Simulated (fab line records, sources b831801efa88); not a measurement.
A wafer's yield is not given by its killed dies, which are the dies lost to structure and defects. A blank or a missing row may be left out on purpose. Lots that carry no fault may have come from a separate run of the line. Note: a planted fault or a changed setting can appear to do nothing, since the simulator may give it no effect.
Chamber matching / flow gf180mcu / 4 sister chambers for GF_V2_CMP_04 on cmp-01
The step polishes SiO2. 4 wafers are shown with their chamber, then 7 later ones without.

== EACH WAFER AND ITS CHAMBER ==
wafer=L682.2; chamber=3; motor-current-A (A)=11.3
wafer=L683.2; chamber=1; motor-current-A (A)=10.3
wafer=L692.2; chamber=0; motor-current-A (A)=9.4
wafer=L692.5; chamber=2; motor-current-A (A)=12.8

== WAFERS MISSING THEIR CHAMBER ==
wafer=L692.6; motor-current-A (A)=11.7
wafer=L693.1; motor-current-A (A)=9.9
wafer=L693.3; motor-current-A (A)=11.4
wafer=L693.5; motor-current-A (A)=10.4
wafer=L694.1; motor-current-A (A)=11.4
wafer=L694.2; motor-current-A (A)=10.3
wafer=L694.5; motor-current-A (A)=11.6

== THE CHAMBER EACH PASSED THROUGH ==
wafer=L692.6; from the rows above=3; in truth=3
wafer=L693.1; from the rows above=can't be placed: 1 or 0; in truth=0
wafer=L693.3; from the rows above=3; in truth=3
wafer=L693.5; from the rows above=1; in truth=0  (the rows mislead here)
wafer=L694.1; from the rows above=3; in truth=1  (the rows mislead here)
wafer=L694.2; from the rows above=1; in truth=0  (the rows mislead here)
wafer=L694.5; from the rows above=3; in truth=3
Correctly placed: 3 of 7. Cannot be placed on the basis of these rows: 1; the candidates contain the true chamber in 1. 3 placed wrongly.
How it was worked out, from the rows above alone: a wafer's distance from a chamber is the root of the sum, over the readings, of the square of ((its reading less the chamber's mean) divided by the reading's scatter). If the next closest chamber is less than 2 further off than the closest, the wafer can't be placed; otherwise it belongs to the closest. Each chamber's mean is taken over the wafers shown for it. The scatter: with one shown wafer a chamber, the root of the mean of the squares of how far each hidden wafer lies from its nearest shown one.
